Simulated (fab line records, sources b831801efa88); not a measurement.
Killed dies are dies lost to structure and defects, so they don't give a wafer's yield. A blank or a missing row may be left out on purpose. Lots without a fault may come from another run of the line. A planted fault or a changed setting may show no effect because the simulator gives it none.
Which tool did it? | flow sky130 | 10 lots, 30 wafers sampled, at 1 step of a route of 708

WHAT THE GAUGES READ, wafer by wafer
SKY_VIA3_OVL_MEAS_13.
lot  | measured     | on         | VIA3_OVL (nm)
L552 | day 40 00:22 | overlay-02 | 10 8 15
L553 | day 40 05:59 | overlay-01 | 2 2 2
L555 | day 41 01:04 | overlay-02 | 4 -1 7
L562 | day 43 02:16 | overlay-02 | -5 -7 -4
L563 | day 43 11:47 | overlay-01 | -1 3 7
L565 | day 43 14:54 | overlay-02 | 5 13 6
L568 | day 44 08:23 | overlay-01 | 4 2 2
L573 | day 45 20:01 | overlay-02 | 5 2 3
L574 | day 45 20:43 | overlay-02 | 2 1 -4
L575 | day 46 03:31 | overlay-02 | 10 8 11

WHICH TOOL RAN EACH LOT (tool, then ch and the chambers of the sampled wafers, then the start)
The record holds no process step before these readings.

THE ANSWER, worked out from the rows above alone
Rule: what is usual is taken from the lots themselves. Put in order of their means at a reading, lots are off if they are a third of the lots or fewer, leave a main group of 4 or more, and stand apart from it by a gap of 3 or more times the standard deviation of the main group's means; of several such gaps the widest counts. A main group whose means are all the same, to the digits that the tables above print for the reading, isn't used. A lot without any number at a reading at which 4 lots or more have one is off too. The other lots that the step has rows for count as sound.
No lot is off at any reading shown: from this, nothing can be told.

WHAT THE SIMULATOR HAD PUT IN
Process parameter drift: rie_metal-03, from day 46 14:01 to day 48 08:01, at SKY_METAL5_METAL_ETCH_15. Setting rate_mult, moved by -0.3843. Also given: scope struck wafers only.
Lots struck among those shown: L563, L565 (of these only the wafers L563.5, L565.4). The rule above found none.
